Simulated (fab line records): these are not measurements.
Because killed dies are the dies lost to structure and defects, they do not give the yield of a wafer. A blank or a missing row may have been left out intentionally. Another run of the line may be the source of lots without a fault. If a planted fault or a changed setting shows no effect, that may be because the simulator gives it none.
Chamber matching :: flow gf180mcu :: cmp-01 running GF_V1_CMP_04: 4 sister chambers
The step polishes SiO2. 16 wafers are shown with their chamber, then 8 later ones without.

WAFERS, EACH WITH ITS CHAMBER
wafer: L544.1
chamber: 0
motor current A (A): 13.4
time to endpoint s (s): 73

wafer: L544.2
chamber: 3
motor current A (A): 12.0
time to endpoint s (s): 82

wafer: L544.3
chamber: 1
motor current A (A): 10.6
time to endpoint s (s): 74

wafer: L546.2
chamber: 3
motor current A (A): 12.1
time to endpoint s (s): 79

wafer: L546.3
chamber: 2
motor current A (A): 11.5
time to endpoint s (s): 73

wafer: L546.6
chamber: 2
motor current A (A): 11.4
time to endpoint s (s): 79

wafer: L550.2
chamber: 2
motor current A (A): 11.4
time to endpoint s (s): 69

wafer: L550.4
chamber: 0
motor current A (A): 11.6
time to endpoint s (s): 80

wafer: L550.5
chamber: 2
motor current A (A): 10.8
time to endpoint s (s): 78

wafer: L556.2
chamber: 3
motor current A (A): 11.6
time to endpoint s (s): 84

wafer: L556.4
chamber: 0
motor current A (A): 13.0
time to endpoint s (s): 83

wafer: L556.5
chamber: 2
motor current A (A): 11.4
time to endpoint s (s): 81

wafer: L557.2
chamber: 0
motor current A (A): 13.0
time to endpoint s (s): 75

wafer: L557.3
chamber: 3
motor current A (A): 12.1
time to endpoint s (s): 85

wafer: L557.5
chamber: 2
motor current A (A): 10.9
time to endpoint s (s): 73

wafer: L559.2
chamber: 0
motor current A (A): 12.1
time to endpoint s (s): 75

SIGNATURES (means of the wafers above)
reading: motor current A
chamber 0: 12.620
chamber 1: 10.600
chamber 2: 11.233
chamber 3: 11.950
scatter within a chamber: 0.486

reading: time to endpoint s
chamber 0: 77.20
chamber 1: 74.00
chamber 2: 75.50
chamber 3: 82.50
scatter within a chamber: 4.01
Rule: distance of a wafer from a chamber = root of the sum over the readings of ((wafer's reading minus chamber's mean) / reading's scatter) squared. If the next closest chamber is less than 2 further off than the closest, the wafer can't be placed; otherwise it belongs to the closest. How the scatter is found: for the shown wafers, subtract from each reading the mean of its chamber, square and add these, divide the total by (wafers less chambers), then take the root.

WAFERS MISSING THEIR CHAMBER
wafer: L559.3
motor current A (A): 11.4
time to endpoint s (s): 75

wafer: L559.6
motor current A (A): 10.8
time to endpoint s (s): 76

wafer: L560.1
motor current A (A): 10.8
time to endpoint s (s): 75

wafer: L560.4
motor current A (A): 12.7
time to endpoint s (s): 72

wafer: L560.5
motor current A (A): 12.6
time to endpoint s (s): 80

wafer: L562.1
motor current A (A): 13.0
time to endpoint s (s): 65

wafer: L562.4
motor current A (A): 11.4
time to endpoint s (s): 68

wafer: L562.6
motor current A (A): 10.3
time to endpoint s (s): 71

EACH ONE'S CHAMBER
wafer: L559.3
from the rows above: can't be placed: 2 or 1 or 3
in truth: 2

wafer: L559.6
from the rows above: can't be placed: 1 or 2
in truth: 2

wafer: L560.1
from the rows above: can't be placed: 1 or 2
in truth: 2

wafer: L560.4
from the rows above: can't be placed: 0 or 3 or 2
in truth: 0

wafer: L560.5
from the rows above: can't be placed: 0 or 3
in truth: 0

wafer: L562.1
from the rows above: can't be placed: 0 or 2 or 3
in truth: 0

wafer: L562.4
from the rows above: can't be placed: 2 or 1 or 0 or 3
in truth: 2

wafer: L562.6
from the rows above: can't be placed: 1 or 2
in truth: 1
Correctly placed: 0 of 8. Can't be placed from these rows: 8 (the true chamber is among the candidates in 8). Placed wrongly: 0.
